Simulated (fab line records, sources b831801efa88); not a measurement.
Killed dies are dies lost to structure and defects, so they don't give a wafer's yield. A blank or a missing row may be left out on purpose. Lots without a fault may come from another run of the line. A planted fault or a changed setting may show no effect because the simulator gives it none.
fab line records | flow sky130
record lots=24 wafers=72 last_day=50
route steps=708 shown SD_P@330 LOCAL_INTERCONNECT@401 METAL2@489 CAPM@541 CAP2M@606 METAL5@663
lots that met no fault: from a run of the same line without faults
start_h: hours from the record's first day to the start of the lot's first wafer shown | wait_h: hours since the lot's step before | " the same as in the row above | L1.1+2: a row that stands for several wafers | - no value, or no start given | * or withheld: withheld | < > ~ a bound
route shown NAME@n: a module of which the file shows steps, and the number in the route of the first | usual: mean/standard deviation of fault-free wafers | same: alike in all rows | chamber/n: place in a boat | sites: the reading at each site | _std_site: their standard deviation | _edge_site: outer sites' mean less inner sites' | radius_mm: how far each site lies from the wafer's centre | mask NAME#n: copy n | behind: the tool/chamber that last shaped the wafer | hold: why the lot was held/for how many hours/how that ended | device: the transistor (n, p or np) that didn't switch | end of line: the same wafers' tests at the end of the route | a step without rows: its recipe alone | killed: dies lost to structure and defects at the first sort, not the wafer's yield | map: a wafer's dies, x killed, . not, _ none there
set.NAME: the setting as run; set.NAME@STEP: as run at that earlier step | model.NAME: the simulator's own value behind a step, which no gauge read
steps of the route over a sample of lots; a table a step, a row a wafer
services: from which hour (start_h, from the record's first day; less than 0 if before it) a tool's chamber was out of use, for how many hours, and why
## steps
# step SKY_SD_P_STRIP_10
# recipe chemistry=O2/N2 power_w=1400 pressure_mtorr=1500 platen_temp_c=withheld o2_flow_sccm=3000 n2_flow_sccm=300 overash_fraction=0.5
# usual drypump_motor_current_A=5.7/0.41 oes_product_au=0.618/0.0048 strip_time_to_endpoint_s=17.48/0.032
# columns lot.wafer tool chamber start_h wait_h drypump_motor_current_A oes_product_au rf_hours_counter_h strip_time_to_endpoint_s
L075.2 plasma_asher-04 1 621.11 0.1 6.3 0.629 50 17.48
L075.4 " 1 " " 6.3 0.615 - 17.50
L075.5 " 0 " " 6.0 0.618 - 17.51
L074.1 plasma_asher-01 0 623.70 0.1 5.2 0.627 95 17.50
L074.4 " 0 " " 5.2 0.623 - 17.53
L074.6 " 1 " " 5.7 0.614 - 17.49
L076.2 plasma_asher-04 1 623.81 0.1 6.3 0.615 50 17.55
L076.3 " 0 " " 5.9 0.618 - 17.51
L076.5 " 0 " " 5.9 0.625 - 17.52
L077.2 plasma_asher-04 0 625.85 0.1 5.9 0.620 51 17.50
L077.4 " 1 " " 6.4 0.618 - 17.47
L077.5 " 1 " " 6.4 0.612 - 17.51
L078.1 plasma_asher-02 1 638.90 0.1 5.1 0.627 79 17.46
L078.2 " 0 " " 5.7 0.622 79 17.43
L078.3 " 1 " " 5.1 0.621 - 17.46
L079.2 plasma_asher-02 0 650.31 0.1 5.7 0.617 80 17.49
L079.4 " 0 " " 5.7 0.611 - 17.48
L079.6 " 1 " " 5.1 0.608 - 17.48
L080.2 plasma_asher-01 0 656.07 0.1 5.2 0.615 98 17.47
L080.3 " 1 " " 5.7 0.609 - 17.48
L080.6 " 1 " " 5.7 0.624 - 17.47
L081.2 plasma_asher-04 1 659.06 0.1 6.4 0.617 54 17.50
L081.3 " 0 " " 5.9 0.608 - 17.51
L081.6 " 0 " " 5.9 0.620 - 17.46
L082.1 plasma_asher-01 0 659.70 0.1 5.2 0.611 98 17.49
L082.3 " 0 " " 5.2 0.618 - 17.52
L082.6 " 1 " " 5.7 0.625 - 17.48
L083.2 plasma_asher-04 0 671.31 0.1 5.9 0.616 55 17.41
L083.3 " 1 " " 6.3 0.620 - 17.47
L083.4 " 0 " " 5.9 0.618 - 17.45
L084.1 plasma_asher-02 0 684.22 0.1 5.7 0.619 83 17.47
L084.2 " 1 " " 5.1 0.619 83 17.49
L084.5 " 1 " " 5.1 0.624 - 17.46
L085.1 plasma_asher-01 1 686.46 0.1 5.7 0.616 101 17.48
L085.2 " 0 " " 5.2 0.620 101 17.46
L085.4 " 0 " " 5.2 0.616 - 17.48
L086.3 plasma_asher-01 0 694.45 0.1 5.2 0.616 - 17.52
L086.5 " 0 " " 5.2 0.618 - 17.49
L086.6 " 1 " " 5.6 0.624 - 17.51
L087.1 plasma_asher-04 0 699.81 0.1 5.9 0.616 58 17.53
L087.2 " 1 " " 6.4 0.623 58 17.50
L087.4 " 1 " " 6.3 0.620 - 17.49
L088.2 plasma_asher-02 1 710.75 0.1 5.1 0.616 86 17.50
L088.3 " 1 " " 5.1 0.618 - 17.42
L088.6 " 1 " " 5.1 0.613 - 17.46
L089.1 plasma_asher-01 0 712.56 0.1 5.2 0.616 103 17.47
L089.4 " 0 " " 5.2 0.614 - 17.47
L089.5 " 1 " " 5.7 0.620 - 17.49
L090.1 plasma_asher-02 1 717.27 0.1 5.1 0.612 87 17.53
L090.2 " 0 " " 5.7 0.617 87 17.44
L090.6 " 1 " " 5.1 0.617 - 17.45
L091.2 plasma_asher-01 0 726.51 0.1 5.2 0.614 105 17.47
L091.3 " 0 " " 5.2 0.618 - 17.50
L091.5 " 1 " " 5.7 0.612 - 17.50
L092.1 plasma_asher-04 1 739.11 0.1 6.3 0.613 62 17.52
L092.2 " 0 " " 5.9 0.617 62 17.50
L092.4 " 0 " " 5.9 0.610 - 17.50
L093.2 plasma_asher-01 0 744.30 0.1 5.2 0.621 0 17.44
L093.5 " 1 " " 5.7 0.624 - 17.43
L093.6 " 0 " " 5.2 0.614 - 17.44
L094.1 plasma_asher-04 0 757.62 0.1 5.9 0.618 65 17.58
L094.2 " 1 " " 6.3 0.610 65 17.48
L094.4 " 0 " " 5.9 0.623 - 17.54
L095.2 plasma_asher-01 0 768.07 0.1 5.2 0.623 2 17.47
L095.3 " 1 " " 5.7 0.614 - 17.47
L095.4 " 0 " " 5.3 0.618 - 17.48
L097.2 plasma_asher-01 0 771.32 0.1 5.2 0.613 3 17.48
L097.5 " 1 " " 5.7 0.616 - 17.50
L097.6 " 0 " " 5.2 0.625 - 17.51
L096.2 plasma_asher-01 0 773.80 0.1 5.2 0.620 3 17.49
L096.4 " 1 " " 5.7 0.623 - 17.52
L096.6 " 1 " " 5.7 0.609 - 17.48
# step SKY_LOCAL_INTERCONNECT_METAL_ETCH_14
# recipe target_depth_nm=110 stop_on=PSG chemistry=Cl2/BCl3 target=TiN resist_sidewall_deg=88 pressure_mtorr=10 icp_w=900 bias_w=48.5 Cl2_flow_sccm=60 bcl3_flow_sccm=30 time_s=31.4
# usual drypump_motor_current_A=5.69/0.17 he_backside_leak_sccm=3.40/0.25 oes_product_au=0.941/0.0074 throttle_valve_pct=21.901/0.0094
# columns lot.wafer tool chamber start_h wait_h drypump_motor_current_A he_backside_leak_sccm oes_product_au rf_hours_counter_h throttle_valve_pct
L075.2 rie_metal-04 1 738.58 0.0 5.70 3.36 0.938 3 21.908
L075.4 " 0 " " 5.69 3.23 0.947 - 21.909
L075.5 " 0 " " 5.68 3.28 0.947 - 21.906
L074.1 rie_metal-03 1 740.77 0.0 5.48 3.52 0.922 14 21.899
L074.4 " 0 " " 5.71 3.57 0.929 - 21.909
L074.6 " 1 " " 5.49 3.65 0.922 - 21.896
L076.2 rie_metal-04 0 741.12 0.0 5.68 3.14 0.932 13 21.922
L076.3 " 0 " " 5.68 3.20 0.946 - 21.895
L076.5 " 0 " " 5.70 2.95 0.941 - 21.910
L077.2 rie_metal-03 1 743.26 0.0 5.49 3.28 0.928 14 21.903
L077.4 " 0 " " 5.72 3.51 0.937 - 21.883
L077.5 " 0 " " 5.69 3.50 0.952 - 21.901
L078.1 rie_metal-03 0 752.96 0.0 5.66 3.46 0.942 16 21.904
L078.2 " 1 " " 5.47 3.36 0.939 14 21.908
L078.3 " 0 " " 5.69 3.49 0.949 - 21.886
L079.2 rie_metal-01 0 764.47 0.0 5.47 3.63 0.949 13 21.893
L079.4 " 1 " " 6.02 3.38 0.931 - 21.888
L079.6 " 1 " " 6.03 3.57 0.942 - 21.891
L080.2 rie_metal-04 0 771.58 0.0 5.69 3.22 0.949 14 21.900
L080.3 " 0 " " 5.69 3.20 0.948 - 21.911
L080.6 " 0 " " 5.70 3.25 0.946 - 21.891
L081.2 rie_metal-04 1 774.41 0.0 5.74 3.31 0.940 5 21.906
L081.3 " 1 " " 5.76 3.11 0.951 - 21.912
L081.6 " 0 " " 5.68 3.26 0.947 - 21.886
L082.1 rie_metal-01 1 775.06 0.0 6.03 3.46 0.945 6 21.902
L082.3 " 1 " " 6.03 3.37 0.950 - 21.887
L082.6 " 0 " " 5.47 3.46 0.937 - 21.914
L083.2 rie_metal-04 1 785.49 0.0 5.74 3.33 0.945 5 21.896
L083.3 " 0 " " 5.70 3.12 0.932 - 21.907
L083.4 " 1 " " 5.67 3.10 0.940 - 21.913
L084.1 rie_metal-01 1 797.48 0.0 6.01 3.39 0.943 6 21.912
L084.2 " 0 " " 5.48 3.59 0.932 14 21.895
L084.5 " 1 " " 6.01 5.53 0.932 - 21.896
L085.1 rie_metal-03 0 802.24 0.1 5.71 3.38 0.932 1 21.906
L085.2 " 0 " " 5.69 3.46 0.939 - 21.900
L085.4 " 0 " " 5.68 3.44 0.938 - 21.891
L086.3 rie_metal-01 0 806.49 0.0 5.46 3.41 0.947 - 21.906
L086.5 " 1 " " 6.03 3.59 0.944 - 21.907
L086.6 " 0 " " 5.46 3.32 0.936 - 21.895
L087.1 rie_metal-01 0 811.17 0.0 5.47 3.54 0.943 15 21.899
L087.2 " 1 " " 6.03 3.55 0.938 7 21.898
L087.4 " 0 " " 5.48 3.51 0.950 - 21.894
L088.2 rie_metal-04 1 822.83 0.0 5.76 3.29 0.937 5 21.901
L088.3 " 1 " " 5.73 3.19 0.942 - 21.906
L088.6 " 1 " " 5.78 3.08 0.925 - 21.912
L089.1 rie_metal-04 0 824.32 0.0 5.69 3.17 0.954 15 21.890
L089.4 " 0 " " 5.70 3.29 0.928 - 21.904
L089.5 " 1 " " 5.71 3.12 0.949 - 21.907
L090.1 rie_metal-03 1 829.12 0.0 5.50 3.37 0.947 1 21.899
L090.2 " 0 " " 5.71 3.61 0.934 3 21.907
L090.6 " 1 " " 5.48 3.39 0.947 - 21.903
L091.2 rie_metal-04 1 836.84 0.1 5.70 3.17 0.939 - 21.897
L091.3 " 1 " " 5.74 3.42 0.944 - 21.890
L091.5 " 1 " " 5.73 3.17 0.934 - 21.912
L092.1 rie_metal-03 1 848.98 0.0 5.47 3.58 0.939 2 21.894
L092.2 " 0 " " 5.69 3.47 0.938 4 21.904
L092.4 " 1 " " 5.47 3.70 0.947 - 21.892
L093.2 rie_metal-01 1 856.06 0.1 6.03 3.41 0.946 - 21.901
L093.5 " 1 " " 6.01 3.50 0.939 - 21.898
L093.6 " 1 " " 6.01 3.27 0.943 - 21.902
L094.1 rie_metal-04 1 868.86 0.0 5.71 3.35 0.946 8 21.905
L094.2 " 0 " " 5.70 3.15 0.950 1 21.891
L094.4 " 1 " " 5.72 3.32 0.951 - 21.908
L095.2 rie_metal-04 0 878.66 0.0 5.68 3.38 0.942 1 21.915
L095.3 " 1 " " 5.75 3.24 0.946 - 21.921
L095.4 " 0 " " 5.68 3.34 0.939 - 21.901
L097.2 rie_metal-03 1 881.02 0.0 5.48 3.59 0.936 4 21.898
L097.5 " 1 " " 5.51 3.49 0.933 - 21.908
L097.6 " 0 " " 5.69 3.53 0.940 - 21.903
L096.2 rie_metal-03 1 884.93 0.0 5.48 3.45 0.936 4 21.914
L096.4 " 1 " " 5.49 3.33 0.937 - 21.907
L096.6 " 1 " " 5.48 3.50 0.951 - 21.887
# step SKY_METAL2_THK_MEAS_06
# recipe thk_meas_gauge=xrf reads=AlCu_of_METAL2_SPUTTER_02
# usual METAL2_ALCU_THK=252/3.4
# columns lot.wafer tool chamber start_h wait_h METAL2_ALCU_THK[nm]
L075.2 film_metro-02 - 825.49 0.1 249
L075.4 " - " " 254
L075.5 " - " " 252
L074.1 film_metro-03 - 827.60 0.1 254
L074.4 " - " " 253
L074.6 " - " " 250
L076.2 film_metro-03 - 830.09 0.1 258
L076.3 " - " " 253
L076.5 " - " " 253
L077.2 film_metro-03 - 831.78 0.1 255
L077.4 " - " " 254
L077.5 " - " " 251
L078.1 film_metro-02 - 840.86 0.1 252
L078.2 " - " " 254
L078.3 " - " " 257
L079.2 film_metro-01 - 850.79 0.1 255
L079.4 " - " " 247
L079.6 " - " " 252
L080.2 film_metro-02 - 859.00 0.1 249
L080.3 " - " " 248
L080.6 " - " " 251
L081.2 film_metro-01 - 861.43 0.1 253
L081.3 " - " " 251
L081.6 " - " " 252
L082.1 film_metro-02 - 861.84 0.1 250
L082.3 " - " " 250
L082.6 " - " " 255
L083.2 film_metro-03 - 871.85 0.1 254
L083.3 " - " " 253
L083.4 " - " " 255
L084.1 film_metro-02 - 883.89 0.1 256
L084.2 " - " " 257
L084.5 " - " " 255
L085.1 film_metro-02 - 889.27 0.1 251
L085.2 " - " " 246
L085.4 " - " " 250
L086.3 film_metro-02 - 892.70 0.1 254
L086.5 " - " " 254
L086.6 " - " " 246
L087.1 film_metro-01 - 896.81 0.1 252
L087.2 " - " " 254
L087.4 " - " " 253
L088.2 film_metro-01 - 908.34 0.1 250
L088.3 " - " " 247
L088.6 " - " " 246
L089.1 film_metro-01 - 910.49 0.1 242
L089.4 " - " " 246
L089.5 " - " " 247
L090.1 film_metro-03 - 914.88 0.1 253
L090.2 " - " " 252
L090.6 " - " " 251
L091.2 film_metro-02 - 920.87 0.1 254
L091.3 " - " " 253
L091.5 " - " " 255
L092.1 film_metro-02 - 932.09 0.1 257
L092.2 " - " " 256
L092.4 " - " " 254
L093.2 film_metro-02 - 940.18 0.1 259
L093.5 " - " " 258
L093.6 " - " " 254
L094.1 film_metro-01 - 950.77 0.1 248
L094.2 " - " " 249
L094.4 " - " " 250
L095.2 film_metro-02 - 960.18 0.1 253
L095.3 " - " " 252
L095.4 " - " " 249
L097.2 film_metro-01 - 961.89 0.1 255
L097.5 " - " " 255
L097.6 " - " " 253
L096.2 film_metro-02 - 966.05 0.1 251
L096.4 " - " " 255
L096.6 " - " " 251
# step SKY_CAPM_THK_MEAS_04
# recipe thk_meas_gauge=xrf reads=TiN_of_CAPM_SPUTTER_02
# usual CAPM_TIN_THK=211.6/2.7
# columns lot.wafer tool chamber start_h wait_h CAPM_TIN_THK[nm]
L075.2 film_metro-02 - 882.19 0.1 212.0
L075.4 " - " " 211.1
L075.5 " - " " 210.6
L074.1 film_metro-01 - 884.64 0.1 204.1
L074.4 " - " " 204.8
L074.6 " - " " 206.2
L076.2 film_metro-02 - 888.41 0.1 208.7
L076.3 " - " " 212.4
L076.5 " - " " 213.3
L077.2 film_metro-02 - 888.96 0.1 214.3
L077.4 " - " " 212.7
L077.5 " - " " 215.8
L078.1 film_metro-01 - 897.42 0.1 204.9
L078.2 " - " " 206.5
L078.3 " - " " 209.6
L079.2 film_metro-04 - 906.96 0.1 211.0
L079.4 " - " " 210.5
L079.6 " - " " 210.1
L080.2 film_metro-01 - 914.80 0.1 209.4
L080.3 " - " " 210.2
L080.6 " - " " 211.8
L081.2 film_metro-04 - 917.26 0.1 217.4
L081.3 " - " " 214.9
L081.6 " - " " 218.4
L082.1 film_metro-02 - 917.54 0.1 214.6
L082.3 " - " " 217.0
L082.6 " - " " 216.9
L083.2 film_metro-02 - 926.56 0.1 212.3
L083.3 " - " " 213.6
L083.4 " - " " 213.1
L084.1 film_metro-02 - 937.54 0.1 213.3
L084.2 " - " " 213.6
L084.5 " - " " 213.5
L085.1 film_metro-01 - 942.79 0.1 212.1
L085.2 " - " " 212.3
L085.4 " - " " 212.6
L086.3 film_metro-02 - 945.57 0.1 209.6
L086.5 " - " " 208.0
L086.6 " - " " 209.2
L087.1 film_metro-04 - 949.48 0.1 213.7
L087.2 " - " " 212.7
L087.4 " - " " 210.7
L088.2 film_metro-02 - 961.91 0.1 208.8
L088.3 " - " " 210.6
L088.6 " - " " 210.5
L089.1 film_metro-01 - 963.13 0.1 210.0
L089.4 " - " " 209.2
L089.5 " - " " 211.7
L090.1 film_metro-02 - 968.35 0.1 212.6
L090.2 " - " " 213.1
L090.6 " - " " 213.9
L091.2 film_metro-01 - 973.67 0.1 214.3
L091.3 " - " " 214.2
L091.5 " - " " 212.5
L092.1 film_metro-04 - 984.10 0.1 211.3
L092.2 " - " " 213.1
L092.4 " - " " 212.0
L093.2 film_metro-02 - 991.77 0.1 214.2
L093.5 " - " " 212.6
L093.6 " - " " 211.8
L094.1 film_metro-04 - 1001.07 0.1 210.4
L094.2 " - " " 208.2
L094.4 " - " " 209.8
L095.2 film_metro-02 - 1010.06 0.1 211.3
L095.3 " - " " 212.9
L095.4 " - " " 212.4
L097.2 film_metro-02 - 1012.35 0.1 212.8
L097.5 " - " " 211.5
L097.6 " - " " 212.7
L096.2 film_metro-04 - 1016.68 0.1 213.9
L096.4 " - " " 212.0
L096.6 " - " " 212.4
# step SKY_CAP2M_RS_MEAS_03
# recipe thk_meas_gauge=four-point-probe reads=TiN_of_CAP2M_SPUTTER_02
# usual CAP2M_TIN_RS=6.92/0.075
# columns lot.wafer tool chamber start_h wait_h CAP2M_TIN_RS[ohm/sq]
L075.2 film_metro-02 - 960.68 0.1 6.81
L075.4 " - " " 6.88
L075.5 " - " " 6.87
L074.1 film_metro-01 - 962.10 0.1 7.00
L074.4 " - " " 6.94
L074.6 " - " " 7.01
L076.2 film_metro-01 - 965.69 0.1 6.91
L076.3 " - " " 6.87
L076.5 " - " " 6.92
L077.2 film_metro-01 - 967.28 0.1 6.92
L077.4 " - " " 6.86
L077.5 " - " " 6.92
L078.1 film_metro-02 - 973.93 0.1 6.80
L078.2 " - " " 6.79
L078.3 " - " " 6.87
L079.2 film_metro-03 - 983.34 0.1 6.89
L079.4 " - " " 6.93
L079.6 " - " " 6.86
L080.2 film_metro-01 - 992.90 0.1 6.87
L080.3 " - " " 6.78
L080.6 " - " " 6.85
L082.1 film_metro-02 - 995.46 0.1 6.95
L082.3 " - " " 7.01
L082.6 " - " " 6.92
L081.2 film_metro-02 - 995.79 0.1 6.98
L081.3 " - " " 6.97
L081.6 " - " " 6.97
L083.2 film_metro-03 - 1003.88 0.1 6.95
L083.3 " - " " 6.96
L083.4 " - " " 6.99
L084.1 film_metro-02 - 1013.79 0.1 6.91
L084.2 " - " " 6.93
L084.5 " - " " 7.00
L085.1 film_metro-01 - 1018.57 0.1 6.99
L085.2 " - " " 6.99
L085.4 " - " " 6.95
L086.3 film_metro-02 - 1021.76 0.1 6.77
L086.5 " - " " 6.89
L086.6 " - " " 6.88
L087.1 film_metro-01 - 1024.36 0.1 6.74
L087.2 " - " " 7.00
L087.4 " - " " 6.90
L088.2 film_metro-02 - 1035.84 0.1 6.86
L088.3 " - " " 6.91
L088.6 " - " " 6.92
L089.1 film_metro-01 - 1037.92 0.1 6.95
L089.4 " - " " 7.00
L089.5 " - " " 7.02
L090.1 film_metro-03 - 1043.75 0.1 6.94
L090.2 " - " " 6.93
L090.6 " - " " 7.01
L091.2 film_metro-01 - 1048.15 0.1 6.99
L091.3 " - " " 7.01
L091.5 " - " " 6.85
L092.1 film_metro-03 - 1056.71 0.1 7.00
L092.2 " - " " 7.03
L092.4 " - " " 7.07
L093.2 film_metro-01 - 1065.14 0.1 6.99
L093.5 " - " " 7.03
L093.6 " - " " 7.01
L094.1 film_metro-01 - 1072.69 0.1 6.91
L094.2 " - " " 6.87
L094.4 " - " " 6.94
L095.2 film_metro-03 - 1080.10 0.1 6.78
L095.3 " - " " 6.82
L095.4 " - " " 6.78
L097.2 film_metro-02 - 1083.29 0.1 6.88
L097.5 " - " " 6.86
L097.6 " - " " 6.90
L096.2 film_metro-02 - 1088.56 0.1 7.13
L096.4 " - " " 6.92
L096.6 " - " " 7.03
# step SKY_METAL5_SPUTTER_02
# recipe material=AlCu target_thk_nm=1150 power_w=10600 time_s=61.2 chamber_pressure_pa=0.4
# usual throttle_valve_pct=30.2/0.87
# columns lot.wafer tool chamber start_h wait_h throttle_valve_pct
L075.2 pvd_sputter-04 - 1032.99 0.0 29.9
L075.4 " - " " 30.8
L075.5 " - " " 30.8
L074.1 pvd_sputter-01 - 1036.14 0.0 29.4
L074.4 " - " " 30.9
L074.6 " - " " 30.6
L076.2 pvd_sputter-01 - 1040.33 0.0 30.7
L076.3 " - " " 31.1
L076.5 " - " " 30.4
L077.2 pvd_sputter-04 - 1041.59 0.0 30.1
L077.4 " - " " 29.2
L077.5 " - " " 29.9
L078.1 pvd_sputter-04 - 1048.69 0.0 30.5
L078.2 " - " " 29.7
L078.3 " - " " 29.4
L079.2 pvd_sputter-01 - 1054.92 0.0 30.7
L079.4 " - " " 29.5
L079.6 " - " " 29.6
L080.2 pvd_sputter-03 - 1067.10 0.0 32.4
L080.3 " - " " 29.8
L080.6 " - " " 32.6
L081.2 pvd_sputter-04 - 1068.02 0.0 30.1
L081.3 " - " " 30.2
L081.6 " - " " 30.0
L082.1 pvd_sputter-01 - 1068.05 0.0 30.6
L082.3 " - " " 30.7
L082.6 " - " " 30.8
L083.2 pvd_sputter-04 - 1075.82 0.0 30.0
L083.3 " - " " 29.4
L083.4 " - " " 30.1
L084.1 pvd_sputter-03 - 1083.52 0.0 30.6
L084.2 " - " " 30.0
L084.5 " - " " 30.6
L085.1 pvd_sputter-01 - 1090.04 0.0 29.9
L085.2 " - " " 30.7
L085.4 " - " " 30.9
L086.3 pvd_sputter-03 - 1092.14 0.0 30.7
L086.5 " - " " 32.5
L086.6 " - " " 30.2
L087.1 pvd_sputter-01 - 1094.10 0.0 28.6
L087.2 " - " " 29.6
L087.4 " - " " 31.2
L088.2 pvd_sputter-01 - 1101.26 0.0 29.4
L088.3 " - " " 30.8
L088.6 " - " " 28.9
L089.1 pvd_sputter-01 - 1106.16 0.0 30.9
L089.4 " - " " 30.8
L089.5 " - " " 30.7
L090.1 pvd_sputter-01 - 1110.84 0.0 29.6
L090.2 " - " " 30.9
L090.6 " - " " 30.5
L091.2 pvd_sputter-03 - 1115.85 0.0 30.1
L091.3 " - " " 30.5
L091.5 " - " " 32.1
L092.1 pvd_sputter-03 - 1122.54 0.0 30.2
L092.2 " - " " 30.9
L092.4 " - " " 30.2
L093.2 pvd_sputter-04 - 1130.90 0.0 29.5
L093.5 " - " " 29.2
L093.6 " - " " 29.8
L094.1 pvd_sputter-04 - 1138.63 0.0 29.5
L094.2 " - " " 29.8
L094.4 " - " " 30.8
L095.2 pvd_sputter-01 - 1143.17 0.0 29.4
L095.3 " - " " 28.8
L095.4 " - " " 30.5
L097.2 pvd_sputter-01 - 1147.28 0.0 28.9
L097.5 " - " " 29.0
L097.6 " - " " 30.9
L096.2 pvd_sputter-01 - 1151.95 0.0 28.9
L096.4 " - " " 30.9
L096.6 " - " " 29.4
## services
# columns tool chamber start_h hours kind
rie_metal-04 - 605.29 0.5 repair
rie_metal-03 - 612.52 1.2 repair
pvd_sputter-01 - 632.68 7.1 repair
pvd_sputter-01 - 640.18 2.8 repair
plasma_asher-01 - 649.92 0.5 repair
rie_metal-04 - 652.51 0.9 repair
rie_metal-03 1 721.47 9.4 repair
plasma_asher-01 - 733.75 9.0 pm
plasma_asher-01 - 748.93 9.5 repair
rie_metal-04 - 796.12 2.8 pm
rie_metal-04 1 805.43 3.9 repair
rie_metal-03 - 888.15 0.2 repair
pvd_sputter-01 - 893.72 3.4 repair
rie_metal-03 1 939.38 2.1 repair
pvd_sputter-01 - 954.67 3.9 repair
plasma_asher-04 - 958.88 4.0 repair
plasma_asher-01 - 977.73 2.8 pm
pvd_sputter-01 - 1003.75 2.3 repair
rie_metal-04 1 1015.53 2.3 repair
plasma_asher-01 - 1022.59 12.5 repair
plasma_asher-01 - 1047.77 25.3 repair
pvd_sputter-01 - 1099.34 0.6 repair
pvd_sputter-01 - 1108.35 2.0 repair
pvd_sputter-01 - 1109.12 1.2 repair
## key
fault none
